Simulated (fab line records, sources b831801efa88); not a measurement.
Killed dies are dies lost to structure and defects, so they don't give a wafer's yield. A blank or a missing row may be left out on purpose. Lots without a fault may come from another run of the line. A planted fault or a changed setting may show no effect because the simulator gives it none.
fab line records | flow sky130
record lots=12 wafers=36 last_day=50
route steps=708 shown FIELD_ISO@24 NWELL@34 PAD_OPEN@708
lots that met no fault: from a run of the same line without faults
start_h: hours from the record's first day to the start of the lot's first wafer shown | wait_h: hours since the lot's step before | " the same as in the row above | L1.1+2: a row that stands for several wafers | - no value, or no start given | * or withheld: withheld | < > ~ a bound
route shown NAME@n: a module of which the file shows steps, and the number in the route of the first | usual: mean/standard deviation of fault-free wafers | same: alike in all rows | chamber/n: place in a boat | sites: the reading at each site | _std_site: their standard deviation | _edge_site: outer sites' mean less inner sites' | radius_mm: how far each site lies from the wafer's centre | mask NAME#n: copy n | behind: the tool/chamber that last shaped the wafer | hold: why the lot was held/for how many hours/how that ended | device: the transistor (n, p or np) that didn't switch | end of line: the same wafers' tests at the end of the route | a step without rows: its recipe alone | killed: dies lost to structure and defects at the first sort, not the wafer's yield | map: a wafer's dies, x killed, . not, _ none there
set.NAME: the setting as run; set.NAME@STEP: as run at that earlier step | model.NAME: the simulator's own value behind a step, which no gauge read
steps of the route over a sample of lots; a table a step, a row a wafer
services: from which hour (start_h, from the record's first day; less than 0 if before it) a tool's chamber was out of use, for how many hours, and why
## steps
# step SKY_FIELD_ISO_THK_MEAS_23
# recipe reads=SiO2_of_FIELD_ISO_OXIDATION_22
# usual FIELD_ISO_OXIDATION_01_THK=8.96/0.22
# columns lot.wafer tool chamber start_h wait_h FIELD_ISO_OXIDATION_01_THK[nm]
L309.1 film_metro-04 - 29.48 0.0 9.31
L309.2 " - " " 9.28
L309.3 " - " " 9.23
L310.3 film_metro-01 - 36.87 0.0 8.97
L310.4 " - " " 8.83
L310.5 " - " " 8.70
L311.1 film_metro-03 - 42.28 0.0 8.49
L311.2 " - " " 8.48
L311.4 " - " " 8.49
L314.2 film_metro-01 - 60.45 0.0 9.23
L314.4 " - " " 8.95
L314.6 " - " " 9.02
L317.2 film_metro-03 - 74.08 0.0 9.09
L317.3 " - " " 9.11
L317.6 " - " " 9.08
L318.1 film_metro-01 - 78.27 0.0 9.16
L318.4 " - " " 8.99
L318.5 " - " " 9.10
L319.1 film_metro-04 - 82.34 0.0 9.14
L319.4 " - " " 9.09
L319.6 " - " " 9.10
L320.1 film_metro-03 - 89.30 0.0 8.95
L320.3 " - " " 8.94
L320.6 " - " " 9.07
L323.1 film_metro-01 - 103.59 0.0 9.12
L323.3 " - " " 8.91
L323.4 " - " " 8.86
L326.2 film_metro-04 - 125.04 0.0 8.76
L326.4 " - " " 8.78
L326.5 " - " " 8.72
L331.3 film_metro-04 - 144.69 0.0 8.84
L331.4 " - " " 8.57
L331.5 " - " " 8.70
L332.3 film_metro-01 - 149.82 0.0 8.88
L332.4 " - " " 8.82
L332.5 " - " " 8.78
# step SKY_FIELD_ISO_CMP_27
# recipe stop_on=Si3N4 t_overpolish_s=16 down_force_psi=4 platen_rpm=60 target_thk_nm=457.8 pad_velocity_m_s=0.94248
# usual motor_current_A=12.0/0.96 overpolish_run_s=16.000/0.0081 time_to_endpoint_s=113/3.3
# columns lot.wafer tool chamber start_h wait_h motor_current_A overpolish_run_s time_to_endpoint_s
L309.2 cmp-01 3 32.92 0.1 12.7 15.984 119
L309.3 " 0 " " 12.9 15.998 115
L309.1 " 1 " " 12.6 16.006 113
L310.4 cmp-02 0 39.76 0.0 10.2 16.004 115
L310.3 " 2 " " 11.4 16.001 113
L310.5 " 1 " " 12.4 15.998 106
L311.4 cmp-02 2 45.31 0.0 11.2 16.010 113
L311.2 " 0 " " 10.4 16.014 114
L311.1 " 1 " " 12.3 16.015 110
L314.2 cmp-02 2 63.40 0.1 12.0 16.004 117
L314.4 " 3 " " 12.1 16.004 112
L314.6 " 1 " " 12.0 15.994 109
L317.3 cmp-02 3 75.81 0.1 12.1 16.015 117
L317.2 " 1 " " 12.8 15.991 110
L317.6 " 2 " " 11.2 16.002 121
L318.4 cmp-01 3 80.16 0.0 12.3 15.988 116
L318.1 " 1 " " 12.3 16.002 109
L318.5 " 3 " " 12.9 16.001 115
L319.4 cmp-02 3 84.03 0.0 12.7 15.997 112
L319.1 " 0 " " 10.0 15.983 116
L319.6 " 0 " " 10.5 16.001 114
L320.1 cmp-02 2 90.99 0.0 11.1 16.003 116
L320.3 " 1 " " 12.2 15.999 112
L320.6 " 3 " " 12.5 16.024 116
L323.4 cmp-02 1 105.40 0.1 12.7 15.995 108
L323.1 " 2 " " 11.3 16.005 113
L323.3 " 3 " " 12.2 16.007 112
L326.4 cmp-01 1 126.73 0.0 12.5 16.004 114
L326.2 " 3 " " 12.6 15.988 115
L326.5 " 1 " " 12.4 16.006 109
L331.3 cmp-01 3 146.42 0.0 11.7 15.996 112
L331.4 " 1 " " 12.0 16.005 110
L331.5 " 3 " " 13.3 16.008 116
L332.4 cmp-02 0 151.50 0.0 10.4 15.983 117
L332.3 " 3 " " 12.0 16.005 117
L332.5 " 0 " " 10.6 16.014 118
# step SKY_NWELL_THK_MEAS_02
# recipe reads=SiO2_of_NWELL_OXIDATION_01
# usual NWELL_OXIDATION_THK=9.92/0.21
# columns lot.wafer tool chamber start_h wait_h NWELL_OXIDATION_THK[nm]
L309.1 film_metro-03 - 36.48 0.0 10.23
L309.2 " - " " 10.16
L309.3 " - " " 10.18
L310.3 film_metro-01 - 43.83 0.0 10.14
L310.4 " - " " 10.00
L310.5 " - " " 9.88
L311.1 film_metro-02 - 49.39 0.0 10.02
L311.2 " - " " 10.09
L311.4 " - " " 9.89
L314.2 film_metro-02 - 66.91 0.0 10.19
L314.4 " - " " 10.13
L314.6 " - " " 10.13
L317.2 film_metro-01 - 78.67 0.0 9.80
L317.3 " - " " 9.92
L317.6 " - " " 9.81
L318.1 film_metro-01 - 83.07 0.0 9.77
L318.4 " - " " 9.76
L318.5 " - " " 9.87
L319.1 film_metro-02 - 86.34 0.0 9.84
L319.4 " - " " 9.61
L319.6 " - " " 9.61
L320.1 film_metro-03 - 94.28 0.0 10.27
L320.3 " - " " 10.17
L320.6 " - " " 10.38
L323.1 film_metro-02 - 108.19 0.0 9.96
L323.3 " - " " 9.91
L323.4 " - " " 9.89
L326.2 film_metro-02 - 129.04 0.0 9.89
L326.4 " - " " 9.84
L326.5 " - " " 9.77
L331.3 film_metro-02 - 148.79 0.0 9.91
L331.4 " - " " 9.95
L331.5 " - " " 9.88
L332.3 film_metro-02 - 155.07 0.0 10.10
L332.4 " - " " 9.98
L332.5 " - " " 10.07
# step SKY_NWELL_IMPLANT_11
# recipe species=P energy_kev=404.3 dose_cm2=1.9e+13 tilt_deg=withheld
# usual dose_ions_cm2=1.9e+13/2e+10 faraday_current_uA=106.9/2
# same implant_ion_amu=31
# columns lot.wafer tool chamber start_h wait_h dose_ions_cm2 faraday_current_uA
L309.1 implanter-01 0 85.76 0.0 1.8984e+13 103.6
L309.2 " 0 " " 1.8989e+13 104.1
L309.3 " 0 " " 1.9022e+13 110.4
L310.3 implanter-02 0 91.66 0.1 1.9038e+13 110.3
L310.4 " 0 " " 1.9021e+13 106.9
L310.5 " 0 " " 1.899e+13 106.4
L311.1 implanter-01 0 98.86 0.0 1.8968e+13 106.7
L311.2 " 0 " " 1.899e+13 102.9
L311.4 " 0 " " 1.8971e+13 107.5
L314.2 implanter-01 0 119.28 0.0 1.8945e+13 110.8
L314.4 " 0 " " 1.8974e+13 104.0
L314.6 " 0 " " 1.8977e+13 104.4
L317.2 implanter-03 0 134.33 0.0 1.8983e+13 105.6
L317.3 " 0 " " 1.8963e+13 102.7
L317.6 " 0 " " 1.8994e+13 104.3
L318.1 implanter-03 0 137.50 0.0 2.1353e+13 118.7
L318.4 " 0 " " 2.1343e+13 120.0
L318.5 " 0 " " 2.136e+13 121.1
L319.1 implanter-02 0 142.30 0.0 1.8981e+13 107.0
L319.4 " 0 " " 1.9032e+13 105.3
L319.6 " 0 " " 1.9027e+13 103.5
L320.1 implanter-01 0 150.40 0.0 1.9017e+13 107.5
L320.3 " 0 " " 1.901e+13 109.9
L320.6 " 0 " " 1.8996e+13 106.6
L323.1 implanter-03 0 167.50 0.0 2.1337e+13 121.4
L323.3 " 0 " " 2.1338e+13 120.1
L323.4 " 0 " " 2.1345e+13 119.3
L326.2 implanter-02 0 188.53 0.0 1.9005e+13 106.4
L326.4 " 0 " " 1.8982e+13 108.1
L326.5 " 0 " " 1.8978e+13 109.1
L331.3 implanter-02 0 211.51 0.1 1.9017e+13 106.2
L331.4 " 0 " " 1.8986e+13 108.3
L331.5 " 0 " " 1.9011e+13 106.7
L332.3 implanter-02 0 219.05 0.1 1.9018e+13 109.3
L332.4 " 0 " " 1.8997e+13 105.7
L332.5 " 0 " " 1.9033e+13 108.5
# step SKY_NWELL_TW_MEAS_15
# usual NWELL_TW=1833/15
# columns lot.wafer tool chamber start_h wait_h NWELL_TW
L309.1 film_metro-03 - 86.31 0.1 1848
L309.2 " - " " 1838
L309.3 " - " " 1849
L310.3 film_metro-01 - 92.18 0.1 1850
L310.4 " - " " 1858
L310.5 " - " " 1853
L311.1 film_metro-01 - 99.41 0.1 1841
L311.2 " - " " 1837
L311.4 " - " " 1842
L314.2 film_metro-02 - 119.82 0.1 1811
L314.4 " - " " 1803
L314.6 " - " " 1800
L317.2 film_metro-02 - 134.86 0.1 1819
L317.3 " - " " 1817
L317.6 " - " " 1829
L318.1 film_metro-01 - 138.05 0.1 1922
L318.4 " - " " 1925
L318.5 " - " " 1932
L319.1 film_metro-02 - 142.85 0.1 1818
L319.4 " - " " 1821
L319.6 " - " " 1816
L320.1 film_metro-01 - 150.95 0.1 1841
L320.3 " - " " 1845
L320.6 " - " " 1840
L323.1 film_metro-02 - 168.05 0.1 1874
L323.3 " - " " 1882
L323.4 " - " " 1883
L326.2 film_metro-02 - 189.06 0.1 1814
L326.4 " - " " 1818
L326.5 " - " " 1815
L331.3 film_metro-02 - 212.03 0.1 1832
L331.4 " - " " 1807
L331.5 " - " " 1812
L332.3 film_metro-02 - 219.57 0.1 1812
L332.4 " - " " 1816
L332.5 " - " " 1807
# step SKY_NWELL_RS_MEAS_29
# recipe thk_meas_gauge=four-point-probe
# usual NWELL_RS=622.9/2.2
# columns lot.wafer tool chamber start_h wait_h NWELL_RS[ohm/sq]
L309.1 film_metro-01 - 103.92 0.1 625.0
L309.2 " - " " 622.6
L309.3 " - " " 623.9
L310.3 film_metro-02 - 109.75 0.1 620.8
L310.4 " - " " 621.3
L310.5 " - " " 620.7
L311.1 film_metro-02 - 117.62 0.1 619.1
L311.2 " - " " 619.1
L311.4 " - " " 620.9
L314.2 film_metro-01 - 139.29 0.1 624.3
L314.4 " - " " 624.3
L314.6 " - " " 623.3
L317.2 film_metro-02 - 154.19 0.1 620.9
L317.3 " - " " 621.9
L317.6 " - " " 623.4
L318.1 film_metro-02 - 158.42 0.1 582.6
L318.4 " - " " 581.6
L318.5 " - " " 582.2
L319.1 film_metro-02 - 163.32 0.1 622.0
L319.4 " - " " 622.5
L319.6 " - " " 623.0
L320.1 film_metro-02 - 171.71 0.1 622.0
L320.3 " - " " 621.4
L320.6 " - " " 622.5
L323.1 film_metro-01 - 189.31 0.1 583.7
L323.3 " - " " 582.8
L323.4 " - " " 581.4
L326.2 film_metro-03 - 210.49 0.1 622.5
L326.4 " - " " 621.4
L326.5 " - " " 622.3
L331.3 film_metro-03 - 234.95 0.1 624.6
L331.4 " - " " 627.0
L331.5 " - " " 625.5
L332.3 film_metro-03 - 242.80 0.1 626.8
L332.4 " - " " 626.8
L332.5 " - " " 625.6
# step SKY_PAD_OPEN_PROBE_99
# usual killed_at_M0_to_M3=42/7.2 killed_at_M4_up=3.5/1.8 killed_at_contacts=25/5.7 killed_at_front_end=16/4.6 killed_at_other=0.2/0.41 killed_dies=86/9.3 killed_open=47/6.3 killed_short=39/5.9
# same gross_dies=492 killed_at_back_side=0
# columns lot.wafer tool chamber start_h wait_h killed_at_M0_to_M3 killed_at_M4_up killed_at_contacts killed_at_front_end killed_at_other killed_dies killed_open killed_short
L317.2 prober-01 - 1131.68 0.1 46 2 17 17 1 83 52 31
L317.3 prober-01 - 1131.73 0.2 38 5 29 23 0 95 53 42
L317.6 prober-01 - 1131.88 0.2 41 2 17 26 0 86 47 39
# killed by level:class
L317.2 VIA1:geometric_particle:open=15 VIA3:geometric_particle:open=11 VIA2:geometric_particle:open=7 FIELD_ISO:geometric_particle:open=5 LI_CONTACT:geometric_particle:short=5 LI_CONTACT:geometric_particle:open=5 VIA1:geometric_particle:short=5 FIELD_ISO:geometric_particle:short=4
L317.3 CONTACT:geometric_particle:open=12 VIA1:geometric_particle:open=11 VIA2:geometric_particle:open=9 POLY_GATE:geometric_particle:short=6 VIA1:geometric_particle:short=6 LI_CONTACT:geometric_particle:short=5 LI_CONTACT:geometric_particle:open=5 POLY_GATE:geometric_particle:open=4
L317.6 POLY_GATE:geometric_particle:short=13 VIA1:geometric_particle:open=9 CONTACT:geometric_particle:open=7 LI_CONTACT:geometric_particle:open=5 CONTACT:geometric_particle:short=5 VIA1:geometric_particle:short=5 METAL2:geometric_particle:short=5 VIA2:geometric_particle:open=5
## services
# columns tool chamber start_h hours kind
implanter-02 - 57.41 3.0 repair
cmp-01 - 61.26 4.9 repair
cmp-02 - 64.00 4.0 pm
cmp-02 - 68.00 - consumable_replace:conditioner
cmp-02 - 68.00 - consumable_replace:pad
implanter-02 - 80.75 3.4 pm
cmp-01 - 105.68 6.9 repair
cmp-01 - 110.99 2.5 repair
cmp-01 - 116.85 0.7 repair
implanter-02 - 122.81 6.5 repair
implanter-01 - 162.35 118.8 pm
cmp-01 - 171.13 12.1 repair
cmp-01 - 178.63 0.9 repair
cmp-01 - 186.06 4.0 repair
cmp-01 - 198.26 0.3 repair
cmp-02 - 207.84 1.0 repair
implanter-03 - 207.90 7.8 pm
implanter-03 - 211.89 4.1 repair
cmp-02 - 216.68 1.5 repair
cmp-01 - 218.19 7.3 pm
## key
first_sign step=SKY_NWELL_IMPLANT_11 reading=dose_ions_cm2 direction=up sigmas=99+ usual=* struck=*
effect step=SKY_NWELL_IMPLANT_11 reading=faraday_current_uA direction=up sigmas=6.6 usual=106.9 struck=120.1
effect step=SKY_NWELL_TW_MEAS_15 reading=NWELL_TW direction=up sigmas=4.6 usual=1833 struck=1903
effect step=SKY_NWELL_RS_MEAS_29 reading=NWELL_RS direction=down sigmas=18 usual=622.9 struck=582.4
met_at SKY_NWELL_IMPLANT_11
struck_lots L318,L323
tester_left_out L318,L323
not_acting_at SKY_FIELD_ISO_THK_MEAS_23,SKY_FIELD_ISO_CMP_27,SKY_NWELL_THK_MEAS_02
onset_between 134.33 137.50
fault kind=process_parameter_drift tool=implanter-03 chamber=- onset_h=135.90 steps=SKY_NWELL_IMPLANT_11 channel=dose_cm2 offset=* shape=step end_h=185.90 acts_in=* stated=*
# tester_left_out: of these lots the tester's yield and bins aren't shown, on N5 and GAA mostly nor the transistor test; their killed dies are dies lost to structure and defects alone, not to doping, threshold or leakage, so they don't give the yield
